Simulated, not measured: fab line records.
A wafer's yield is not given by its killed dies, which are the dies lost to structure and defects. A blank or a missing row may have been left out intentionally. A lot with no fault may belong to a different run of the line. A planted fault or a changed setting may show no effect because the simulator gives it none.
Which of the tools did it? :: flow gf180mcu :: 11 lots, 33 wafers sampled, at 7 steps of a route of 602

WHAT THE GAUGES READ, wafer by wafer
GF_POLY_GATE_THK_MEAS_17.
lot: L133
measured: day 9 05:51
on: film metro-01
POLY_GATE_OXIDATION_THK (nm): 3.98 4.11 4.08

lot: L134
measured: day 9 15:16
on: film metro-02
POLY_GATE_OXIDATION_THK (nm): 4.04 4.12 4.14

lot: L135
measured: day 10 01:02
on: film metro-02
POLY_GATE_OXIDATION_THK (nm): 3.95 3.95 3.92

lot: L138
measured: day 10 21:20
on: film metro-01
POLY_GATE_OXIDATION_THK (nm): 3.82 3.72 3.75

lot: L139
measured: day 11 04:49
on: film metro-02
POLY_GATE_OXIDATION_THK (nm): 3.92 3.93 3.94

lot: L145
measured: day 13 01:02
on: film metro-03
POLY_GATE_OXIDATION_THK (nm): 3.95 3.95 3.92

lot: L148
measured: day 14 03:55
on: film metro-03
POLY_GATE_OXIDATION_THK (nm): 3.92 4.06 4.04

lot: L149
measured: day 14 09:26
on: film metro-02
POLY_GATE_OXIDATION_THK (nm): 4.01 4.04 4.00

lot: L153
measured: day 15 08:28
on: film metro-03
POLY_GATE_OXIDATION_THK (nm): 3.99 4.03 3.94

lot: L152
measured: day 15 09:43
on: film metro-01
POLY_GATE_OXIDATION_THK (nm): 4.09 4.06 4.13

lot: L154
measured: day 15 14:13
on: film metro-03
POLY_GATE_OXIDATION_THK (nm): 3.89 3.88 3.87

GF_NSD_TW_MEAS_12.
lot: L133
measured: day 13 07:57
on: film metro-02
NSD_TW: 4285 4315 4310

lot: L134
measured: day 13 17:19
on: film metro-02
NSD_TW: 4291 4265 4284

lot: L135
measured: day 14 08:52
on: film metro-04
NSD_TW: 4210 4225 4241

lot: L138
measured: day 15 09:31
on: film metro-02
NSD_TW: 4272 4253 4285

lot: L139
measured: day 15 13:45
on: film metro-02
NSD_TW: 4223 4220 4231

lot: L145
measured: day 17 18:09
on: film metro-02
NSD_TW: 4231 4228 4232

lot: L148
measured: day 19 00:26
on: film metro-04
NSD_TW: 4391 4368 4375

lot: L149
measured: day 19 07:21
on: film metro-04
NSD_TW: 4408 4384 4399

lot: L153
measured: day 20 07:58
on: film metro-02
NSD_TW: 4252 4258 4255

lot: L152
measured: day 20 11:21
on: film metro-02
NSD_TW: 4289 4275 4277

lot: L154
measured: day 20 14:34
on: film metro-02
NSD_TW: 4264 4286 4258

GF_PSD_OVL_MEAS_08.
lot: L133
measured: day 14 04:17
on: overlay-01
PSD_OVL (nm): 1.9 0.3 0.7

lot: L134
measured: day 14 13:59
on: overlay-01
PSD_OVL (nm): -0.2 0.3 0.9

lot: L135
measured: day 15 05:52
on: overlay-02
PSD_OVL (nm): 1.3 2.3 2.2

lot: L138
measured: day 16 07:07
on: overlay-02
PSD_OVL (nm): 0.3 -3.7 -2.1

lot: L139
measured: day 16 11:53
on: overlay-02
PSD_OVL (nm): 0.7 0.0 0.5

lot: L145
measured: day 18 17:10
on: overlay-01
PSD_OVL (nm): 1.1 2.2 0.2

lot: L148
measured: day 19 23:28
on: overlay-02
PSD_OVL (nm): -0.3 -0.5 -1.0

lot: L149
measured: day 20 06:38
on: overlay-02
PSD_OVL (nm): -0.6 1.5 0.8

lot: L153
measured: day 21 08:31
on: overlay-02
PSD_OVL (nm): 0.0 0.6 1.2

lot: L152
measured: day 21 11:29
on: overlay-01
PSD_OVL (nm): -2.0 -0.2 -1.8

lot: L154
measured: day 21 14:38
on: overlay-02
PSD_OVL (nm): -0.5 -0.2 -1.6

GF_PSD_RS_MEAS_14: a four-point-probe measurement.
lot: L133
measured: day 14 04:46
on: film metro-03
NSD_RS (ohm/sq): 46.09 46.06 46.23

lot: L134
measured: day 14 14:29
on: film metro-02
NSD_RS (ohm/sq): 46.13 46.06 46.10

lot: L135
measured: day 15 06:22
on: film metro-02
NSD_RS (ohm/sq): 45.95 46.03 45.94

lot: L138
measured: day 16 07:37
on: film metro-02
NSD_RS (ohm/sq): 45.94 46.13 46.12

lot: L139
measured: day 16 12:22
on: film metro-03
NSD_RS (ohm/sq): 46.13 46.19 46.08

lot: L145
measured: day 18 17:39
on: film metro-04
NSD_RS (ohm/sq): 46.12 46.14 46.07

lot: L148
measured: day 20 00:01
on: film metro-02
NSD_RS (ohm/sq): 42.60 42.68 42.72 42.56 42.59 42.57

lot: L149
measured: day 20 07:07
on: film metro-04
NSD_RS (ohm/sq): 42.63 42.61 42.64 42.69 42.56 42.69

lot: L153
measured: day 21 08:59
on: film metro-02
NSD_RS (ohm/sq): 46.13 46.03 46.07

lot: L152
measured: day 21 11:58
on: film metro-02
NSD_RS (ohm/sq): 46.07 46.16 46.11

lot: L154
measured: day 21 15:08
on: film metro-02
NSD_RS (ohm/sq): 46.11 46.08 46.12

TOOL THAT RAN EACH LOT (tool first, then ch and the chambers of the sampled wafers, then the start)
lot: L133
GF_HV_LDD_STRIP_22: plasma asher-01 ch 0,1, day 10 18:09
GF_NSD_IMPLANT_09: implanter-02 ch 0, day 13 07:33
GF_NSD_STRIP_11: plasma asher-01 ch 0,1, day 13 07:51

lot: L134
GF_HV_LDD_STRIP_22: plasma asher-01 ch 0,1, day 11 03:40
GF_NSD_IMPLANT_09: implanter-04 ch 0, day 13 16:55
GF_NSD_STRIP_11: plasma asher-02 ch 0,1, day 13 17:12

lot: L135
GF_HV_LDD_STRIP_22: plasma asher-03 ch 0,1, day 11 14:52
GF_NSD_IMPLANT_09: implanter-02 ch 0, day 14 08:29
GF_NSD_STRIP_11: plasma asher-01 ch 0,1, day 14 08:45

lot: L138
GF_HV_LDD_STRIP_22: plasma asher-04 ch 0,1, day 12 12:39
GF_NSD_IMPLANT_09: implanter-04 ch 0, day 15 09:07
GF_NSD_STRIP_11: plasma asher-02 ch 0,1, day 15 09:24

lot: L139
GF_HV_LDD_STRIP_22: plasma asher-01 ch 0,1, day 12 19:43
GF_NSD_IMPLANT_09: implanter-01 ch 0, day 15 13:21
GF_NSD_STRIP_11: plasma asher-02 ch 0,1, day 15 13:39

lot: L145
GF_HV_LDD_STRIP_22: plasma asher-01 ch 1, day 14 18:16
GF_NSD_IMPLANT_09: implanter-04 ch 0, day 17 17:45
GF_NSD_STRIP_11: plasma asher-02 ch 0, day 17 18:03

lot: L148
GF_HV_LDD_STRIP_22: plasma asher-04 ch 0,1, day 15 22:48
GF_NSD_IMPLANT_09: implanter-04 ch 0, day 19 00:02
GF_NSD_STRIP_11: plasma asher-03 ch 0,1, day 19 00:19

lot: L149
GF_HV_LDD_STRIP_22: plasma asher-01 ch 0,1, day 16 05:07
GF_NSD_IMPLANT_09: implanter-04 ch 0, day 19 06:57
GF_NSD_STRIP_11: plasma asher-03 ch 0,1, day 19 07:15

lot: L153
GF_HV_LDD_STRIP_22: plasma asher-01 ch 0,1, day 17 05:46
GF_NSD_IMPLANT_09: implanter-02 ch 0, day 20 07:34
GF_NSD_STRIP_11: plasma asher-03 ch 0,1, day 20 07:52

lot: L152
GF_HV_LDD_STRIP_22: plasma asher-04 ch 0,1, day 17 07:34
GF_NSD_IMPLANT_09: implanter-02 ch 0, day 20 10:57
GF_NSD_STRIP_11: plasma asher-01 ch 0,1, day 20 11:15

lot: L154
GF_HV_LDD_STRIP_22: plasma asher-03 ch 0,1, day 17 11:28
GF_NSD_IMPLANT_09: implanter-01 ch 0, day 20 14:11
GF_NSD_STRIP_11: plasma asher-03 ch 0,1, day 20 14:27
- GF_HV_LDD_STRIP_22: strips in O2/N2.
- GF_NSD_IMPLANT_09
- GF_NSD_STRIP_11: strips in O2/N2.

AS READ BY THE TOOLS THEMSELVES (means over the sampled wafers that have a number; for cases with no such wafer, the mark the record gives instead)
GF_HV_LDD_STRIP_22.
lot: L133
tool: plasma asher-01
drypump motor current A (A): 6.1
heater power w (W): 326
oes product au (a.u.): 0.712
strip time to endpoint s (s): 12.60

lot: L134
tool: plasma asher-01
drypump motor current A (A): 6.1
heater power w (W): 327
oes product au (a.u.): 0.723
strip time to endpoint s (s): 12.65

lot: L135
tool: plasma asher-03
drypump motor current A (A): 5.3
heater power w (W): 317
oes product au (a.u.): 0.715
strip time to endpoint s (s): 12.68

lot: L138
tool: plasma asher-04
drypump motor current A (A): 5.8
heater power w (W): 340
oes product au (a.u.): 0.716
strip time to endpoint s (s): 12.63

lot: L139
tool: plasma asher-01
drypump motor current A (A): 6.2
heater power w (W): 335
oes product au (a.u.): 0.716
strip time to endpoint s (s): 12.63

lot: L145
tool: plasma asher-01
drypump motor current A (A): 6.0
heater power w (W): 313
oes product au (a.u.): 0.717
strip time to endpoint s (s): 12.63

lot: L148
tool: plasma asher-04
drypump motor current A (A): 5.5
heater power w (W): 329
oes product au (a.u.): 0.711
strip time to endpoint s (s): 12.59

lot: L149
tool: plasma asher-01
drypump motor current A (A): 6.2
heater power w (W): 329
oes product au (a.u.): 0.715
strip time to endpoint s (s): 12.59

lot: L153
tool: plasma asher-01
drypump motor current A (A): 6.1
heater power w (W): 325
oes product au (a.u.): 0.713
strip time to endpoint s (s): 12.63

lot: L152
tool: plasma asher-04
drypump motor current A (A): 5.8
heater power w (W): 341
oes product au (a.u.): 0.718
strip time to endpoint s (s): 12.57

lot: L154
tool: plasma asher-03
drypump motor current A (A): 5.3
heater power w (W): 311
oes product au (a.u.): 0.717
strip time to endpoint s (s): 12.63

GF_NSD_IMPLANT_09.
lot: L133
tool: implanter-02
beam energy keV: 59.988
dose ions cm2: 4e+15

lot: L134
tool: implanter-04
beam energy keV: 60.002
dose ions cm2: 4e+15

lot: L135
tool: implanter-02
beam energy keV: 60.003
dose ions cm2: 4e+15

lot: L138
tool: implanter-04
beam energy keV: 59.996
dose ions cm2: 4e+15

lot: L139
tool: implanter-01
beam energy keV: 60.002
dose ions cm2: 4e+15

lot: L145
tool: implanter-04
beam energy keV: 59.985
dose ions cm2: 4e+15

lot: L148
tool: implanter-04
beam energy keV: 73.134
dose ions cm2: 4e+15

lot: L149
tool: implanter-04
beam energy keV: 73.132
dose ions cm2: 4e+15

lot: L153
tool: implanter-02
beam energy keV: 60.016
dose ions cm2: 4e+15

lot: L152
tool: implanter-02
beam energy keV: 59.989
dose ions cm2: 4e+15

lot: L154
tool: implanter-01
beam energy keV: 59.986
dose ions cm2: 4e+15

GF_NSD_STRIP_11.
lot: L133
tool: plasma asher-01
drypump motor current A (A): 6.2
heater power w (W): 335
oes product au (a.u.): 0.488
strip time to endpoint s (s): 22.96

lot: L134
tool: plasma asher-02
drypump motor current A (A): 5.2
heater power w (W): 342
oes product au (a.u.): 0.484
strip time to endpoint s (s): 22.97

lot: L135
tool: plasma asher-01
drypump motor current A (A): 6.1
heater power w (W): 329
oes product au (a.u.): 0.486
strip time to endpoint s (s): 22.99

lot: L138
tool: plasma asher-02
drypump motor current A (A): 4.9
heater power w (W): 315
oes product au (a.u.): 0.484
strip time to endpoint s (s): 22.92

lot: L139
tool: plasma asher-02
drypump motor current A (A): 4.9
heater power w (W): 316
oes product au (a.u.): 0.483
strip time to endpoint s (s): 22.97

lot: L145
tool: plasma asher-02
drypump motor current A (A): 4.7
heater power w (W): 291
oes product au (a.u.): 0.488
strip time to endpoint s (s): 22.99

lot: L148
tool: plasma asher-03
drypump motor current A (A): 5.4
heater power w (W): 318
oes product au (a.u.): 0.469
strip time to endpoint s (s): 24.78

lot: L149
tool: plasma asher-03
drypump motor current A (A): 5.5
heater power w (W): 303
oes product au (a.u.): 0.472
strip time to endpoint s (s): 24.81

lot: L153
tool: plasma asher-03
drypump motor current A (A): 5.3
heater power w (W): 316
oes product au (a.u.): 0.488
strip time to endpoint s (s): 22.98

lot: L152
tool: plasma asher-01
drypump motor current A (A): 6.2
heater power w (W): 338
oes product au (a.u.): 0.486
strip time to endpoint s (s): 22.95

lot: L154
tool: plasma asher-03
drypump motor current A (A): 5.5
heater power w (W): 304
oes product au (a.u.): 0.483
strip time to endpoint s (s): 22.97

THE ANSWER, worked out from the rows above alone
Rule: the usual values come from the lots themselves. The widest of any qualifying gaps counts: lots, ordered by their means at a reading, are off when they make up no more than a third of the lots, leave a main group of 4 or more, and stand apart from it by 3 or more times the standard deviation of that group's means. Not used: any main group whose means are identical at the precision the tables above print for the reading. A lot without any number at a reading at which 4 lots or more have one is off too. All remaining lots with rows at the step are treated as sound. Order of review: gauges by route order, followed by the tools' own readings, for which a lot's mean as printed above is used. The first step at which some lot is off is used, and at that step the reading that is off furthest; a lot without a number counts as furthest.
Off: L148, L149, seen at GF_PSD_RS_MEAS_14 (NSD_RS). Mean 46.09 ohm/sq and standard deviation 0.046 in the main group.
A tool fits if, at a process step before that reading, it ran every lot that is off, and no sound lot after the first of them. Not tried: the gauges at GF_PSD_RS_MEAS_14; whatever is off there is also off at GF_NSD_IMPLANT_09, on other tools, and gauge error can't account for it. One fits: implanter-04 at GF_NSD_IMPLANT_09. A fault onset in the window from L145 (day 17 17:45, its last sound lot) to L148 (day 19 00:02, its first lot off) fits.
On the lots that are off, the tool's own readings at GF_NSD_IMPLANT_09 differ by more than 5 times the standard deviation of the sound lots' means, which bears it out; beam energy keV reads 73.133 there versus 59.996 on the sound lots.

WHAT THE SIMULATOR HAD PUT IN
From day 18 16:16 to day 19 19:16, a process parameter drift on implanter-04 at GF_NSD_IMPLANT_09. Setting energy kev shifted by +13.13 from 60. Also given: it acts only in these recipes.
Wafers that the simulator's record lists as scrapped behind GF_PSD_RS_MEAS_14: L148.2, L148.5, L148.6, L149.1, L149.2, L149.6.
Struck lots among those shown: L148, L149. The same result came from the rule above.
